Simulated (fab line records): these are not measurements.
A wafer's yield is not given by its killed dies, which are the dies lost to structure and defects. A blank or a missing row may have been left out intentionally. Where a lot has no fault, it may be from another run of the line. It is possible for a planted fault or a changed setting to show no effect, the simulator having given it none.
A struck lot beside a sound one / flow sky130 / 15 out of 708 route steps
Sound: wafers L941.2, L941.3, L941.5. Wafers L951.1, L951.3, L951.4 were the ones struck. At the end, the cause is stated.
At each step with rows: each side's tool, then ch and its chambers, then its first start. Under that, the readings that differ: sound wafers / struck wafers / difference of the means / sigmas: that difference in standard deviations of wafers without a fault.
alike: same words and numbers on both sides, and readings whose means sit less than 2 such deviations apart. not compared: any withheld reading, any reading some wafer has no value for, any bound like >300 that may hide the same value, and any number with overlapping values for which the record gives no deviation.
Wherever a step has rows on one side only, a row that says differs or no value, or a row with sigmas, the two part there. Numbers that don't overlap but have no deviation are shown without sigmas and don't part them. Lack of a reading on every wafer of one side parts them only where that side has two or more wafers.

SKY_CAPM_THK_MEAS_01:
  sound on film metro-02, day 39 18:59; struck on film metro-04, day 42 14:45
  alike: CAPM_CVD_00_THK
SKY_CAPM_SPUTTER_02: material TiN, target thk 200 nm, time 166.7 s.
  sound on pvd sputter-03, day 39 19:02; struck on pvd sputter-02, day 42 14:49
  alike: substrate temp c, susceptor temp C, throttle valve pct
SKY_CAPM_RS_MEAS_03: a four-point-probe measurement.
  sound on film metro-01, day 39 19:10; struck on film metro-01, day 42 14:55
  alike: CAPM_TIN_RS
SKY_CAPM_THK_MEAS_04: measures by xrf.
  sound on film metro-01, day 39 19:16; struck on film metro-01, day 42 15:02
  alike: CAPM_TIN_THK
then, 7 steps without rows for these wafers: SKY_CAPM_DEHYDRATE_05 (time 60 s); SKY_CAPM_HMDS_06 (prime time 60 s); SKY_CAPM_COAT_07 (resist thk 1140 nm); SKY_CAPM_SOFTBAKE_08 (time 60 s); SKY_CAPM_EXPOSE_09 (exposes mask CAPM, target cd 1000 nm); SKY_CAPM_PEB_10; SKY_CAPM_DEVELOP_11 (develop time 60 s).
SKY_CAPM_OVL_MEAS_12:
  sound on overlay-01, day 40 19:22; struck on overlay-02, day 43 13:20
  alike: CAPM_OVL
SKY_CAPM_METAL_ETCH_13: etches TiN in Cl2/BCl3, stops on SiO2, target depth 220 nm, time 62.9 s.
  sound on rie metal-02 ch 0, day 40 19:24; struck on rie metal-01 ch 0,1, day 43 13:23
  no value came back on the struck wafers for any of 7 readings (bcl3 flow sccm (sccm), bias w (W) and others); on the sound wafers bcl3 flow sccm (sccm) reads 29.99 29.93 29.97
reading=model.NOVOLAK_of_CAPM_COAT_07.thk nm (nm); sound=1001 1002 999.2; struck=1140 1139 1142; difference=+140; sigmas=
  not compared: rf hours counter h
SKY_CAPM_STRIP_14: strips in O2/N2.
  sound on plasma asher-01 ch 0,1, day 40 19:28; struck on plasma asher-01 ch 0,1, day 43 13:28
reading=strip time to endpoint s (s); sound=12.75 12.74 12.72; struck=14.17 14.16 14.21; difference=+1.44; sigmas=+31
  alike: chamber pressure mTorr, drypump motor current A, oes product au
  not compared: rf hours counter h
then, 1 step without rows for these wafers: SKY_CAPM_STRIP_15 (strips in post etch residue remover, time 1200 s).

WHERE THEY PART
At SKY_CAPM_METAL_ETCH_13 first; at SKY_CAPM_STRIP_14 last (within this record only).

WHY: the cause the simulator had injected
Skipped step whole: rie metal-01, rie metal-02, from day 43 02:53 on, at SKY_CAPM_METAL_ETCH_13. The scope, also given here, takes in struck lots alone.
